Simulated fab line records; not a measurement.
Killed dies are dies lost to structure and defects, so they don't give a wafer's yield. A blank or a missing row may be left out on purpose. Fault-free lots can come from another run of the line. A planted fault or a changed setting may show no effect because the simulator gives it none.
Problem report, 8D (eight disciplines) form, completed by code | flow sky130 | the parts of the form that need people (team, actions taken, sign-off) are left out

== 1. PROBLEM STATEMENT ==
At SKY_GATE_OXIDE_STRIP_13, strip time to endpoint s averages 6.52 s over 6 wafers from 2 lots, while fault-free wafers read 14.20 s, standard deviation 0.041. That is -99 or more standard deviations from the usual mean.
The step: strips in O2/N2.
Earliest sighting: wafer L856.1 on plasma asher-02 at day 20 18:41. Wafers with a number at this step in the record: 39, from 13 lots. Rule for "out" (also "out of limits"): further than 4 standard deviations from the usual mean. All remaining wafers that have a number are taken as sound.

== 2. WHAT IT IS AND WHAT IT IS NOT ==
question                    | is                                       | is not
which readings at this step | strip time to endpoint s, oes product au | drypump motor current A
which lots                  | L856, L858                               | L839, L841, L842, L844, L846, L848, L849, L850, L852, L859, L860
which wafers of those lots  | all that have a number                   | -
read on which tools         | plasma asher-02                          | plasma asher-03, plasma asher-04
when                        | from day 20 18:41                        | up to then (27 sound wafers); but 6 sound wafers of L859, L860 came after

== 3. SUSPECTS, AND WHAT RULES EACH OUT ==
Counting: any tool at a process step up to the reading is kept as a suspect provided that every lot that is out went through it and no sound lot did after the first of them.
- litho track-02 at SKY_GATE_OXIDE_COAT_05 (resist thk 1140 nm): kept. It processed each lot that is out, first L856 at day 20 02:40, and no sound lot thereafter; up to then, the last sound lot it processed was L846 at day 16 13:22.
- plasma asher-02 at SKY_GATE_OXIDE_STRIP_13 (strips in O2/N2): kept. It processed each lot that is out, first L856 at day 20 18:41, and no sound lot thereafter; up to then, the last sound lot it processed was L850 at day 18 16:56. Its own readings are out on those wafers: oes product au, strip time to endpoint s.
What counting leaves: litho track-02 at SKY_GATE_OXIDE_COAT_05 and plasma asher-02 at SKY_GATE_OXIDE_STRIP_13.

== 4. THE CAUSE (what the simulator had put in) ==
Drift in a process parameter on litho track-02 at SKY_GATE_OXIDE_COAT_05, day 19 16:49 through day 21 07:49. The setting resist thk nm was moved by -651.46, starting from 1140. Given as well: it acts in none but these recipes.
Of the 2 suspects that counting leaves, this tool is one.

== 5. SEQUENCE OF EFFECTS, ordered by route ==
Each row: a reading where the mean over the struck wafers with a number is more than 3 standard deviations away from the usual. Readings are gone through only where the record gives a usual standard deviation; hours: the median, over the lots, of the time from a lot's start at the first step in this table giving one to that lot's start at this step; sigmas: the change measured in usual standard deviations.
hours | step                    | reading                  | usual      | on struck wafers | change | sigmas
0     | SKY_GATE_OXIDE_STRIP_13 | oes product au           | 0.716 a.u. | 0.506            | -0.210 | -47
0     | SKY_GATE_OXIDE_STRIP_13 | strip time to endpoint s | 14.20 s    | 6.52             | -7.68  | -99 or more
Its process steps:
- SKY_GATE_OXIDE_STRIP_13: strips in O2/N2.

== 6. HOW IT WOULD HAVE BEEN CAUGHT EARLIER ==
26 hours passed between the start of the fault at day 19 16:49 and the first reading out of limits in this record, taken at day 20 18:41.
No tool reading at SKY_GATE_OXIDE_COAT_05 that has a usual standard deviation in the record was out on any struck wafer, so an alarm limit of 4 standard deviations on those readings would not have fired.
By day 20 18:41, every lot that is out (2) had started SKY_GATE_OXIDE_COAT_05 on litho track-02. A hold on the tool at that time would have spared none of them.
